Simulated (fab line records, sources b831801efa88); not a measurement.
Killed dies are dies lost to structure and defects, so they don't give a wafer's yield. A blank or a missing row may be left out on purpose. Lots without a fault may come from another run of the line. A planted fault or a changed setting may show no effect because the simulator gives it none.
Chamber matching | flow gf180mcu | GF_CONTACT_CMP_27 on cmp-02: 4 sister chambers
The step polishes, stops on SiO2, t overpolish 15 s, target thk 0 nm. 4 wafers are shown with their chamber, then 8 later ones without.

WAFERS WITH THEIR CHAMBER
wafer  | chamber | time_to_endpoint_s (s)
L128.2 | 2       | 70
L130.5 | 0       | 69
L140.6 | 1       | 73
L142.3 | 3       | 70

WAFERS WITHOUT THEIR CHAMBER
wafer  | time_to_endpoint_s (s)
L142.4 | 79
L142.6 | 76
L145.3 | 73
L145.5 | 70
L145.6 | 72
L146.2 | 71
L146.4 | 72
L146.6 | 67

WHICH CHAMBER EACH WENT THROUGH
wafer  | from the rows above               | in truth
L142.4 | can't be placed: 1 or 2 or 3 or 0 | 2
L142.6 | can't be placed: 1 or 2 or 3 or 0 | 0
L145.3 | can't be placed: 1 or 2 or 3 or 0 | 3
L145.5 | can't be placed: 2 or 3 or 0 or 1 | 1
L145.6 | can't be placed: 1 or 2 or 3 or 0 | 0
L146.2 | can't be placed: 2 or 3 or 0 or 1 | 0
L146.4 | can't be placed: 1 or 2 or 3 or 0 | 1
L146.6 | can't be placed: 0 or 2 or 3 or 1 | 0
Placed correctly: 0 of 8. Can't be placed from these rows: 8 (the true chamber is among the candidates in 8). Placed wrongly: 0.
How it was worked out, from the rows above alone: a wafer's distance from a chamber is the root of the sum, over the readings, of the square of ((its reading less the chamber's mean) divided by the reading's scatter). The wafer belongs to the nearest chamber; if the next one is less than 2 further off, it can't be placed. A chamber's mean is the mean of its shown wafers. The scatter: with one shown wafer a chamber, the root of the mean of the squares of how far each hidden wafer lies from its nearest shown one.
